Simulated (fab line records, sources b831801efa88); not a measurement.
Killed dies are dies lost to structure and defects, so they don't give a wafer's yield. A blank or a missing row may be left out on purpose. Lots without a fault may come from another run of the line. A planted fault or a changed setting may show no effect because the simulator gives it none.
Chamber matching | flow sfq_line | SFQ_TRILAYER_I7_CMP_CMP_184 on cmp-01: 3 sister chambers
The step polishes SiO2. 3 wafers are shown with their chamber, then 7 later ones without.

WAFERS WITH THEIR CHAMBER
wafer  | chamber | motor_current_A (A)
L433.4 | 3       | 10.2
L448.6 | 1       | 8.4
L449.1 | 2       | 9.8

WAFERS WITHOUT THEIR CHAMBER
wafer  | motor_current_A (A)
L449.4 | 9.9
L449.5 | 9.1
L450.3 | 8.3
L450.5 | 9.8
L452.1 | 9.8
L452.3 | 9.2
L452.5 | 9.1

WHICH CHAMBER EACH WENT THROUGH
wafer  | from the rows above          | in truth
L449.4 | can't be placed: 2 or 3      | 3
L449.5 | can't be placed: 1 or 2 or 3 | 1
L450.3 | 1                            | 1
L450.5 | can't be placed: 2 or 3      | 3
L452.1 | can't be placed: 2 or 3      | 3
L452.3 | can't be placed: 2 or 1 or 3 | 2
L452.5 | can't be placed: 1 or 2 or 3 | 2
Placed correctly: 1 of 7. Can't be placed from these rows: 6 (the true chamber is among the candidates in 6). Placed wrongly: 0.
How it was worked out, from the rows above alone: a wafer's distance from a chamber is the root of the sum, over the readings, of the square of ((its reading less the chamber's mean) divided by the reading's scatter). The wafer belongs to the nearest chamber; if the next one is less than 2 further off, it can't be placed. A chamber's mean is the mean of its shown wafers. The scatter: with one shown wafer a chamber, the root of the mean of the squares of how far each hidden wafer lies from its nearest shown one.
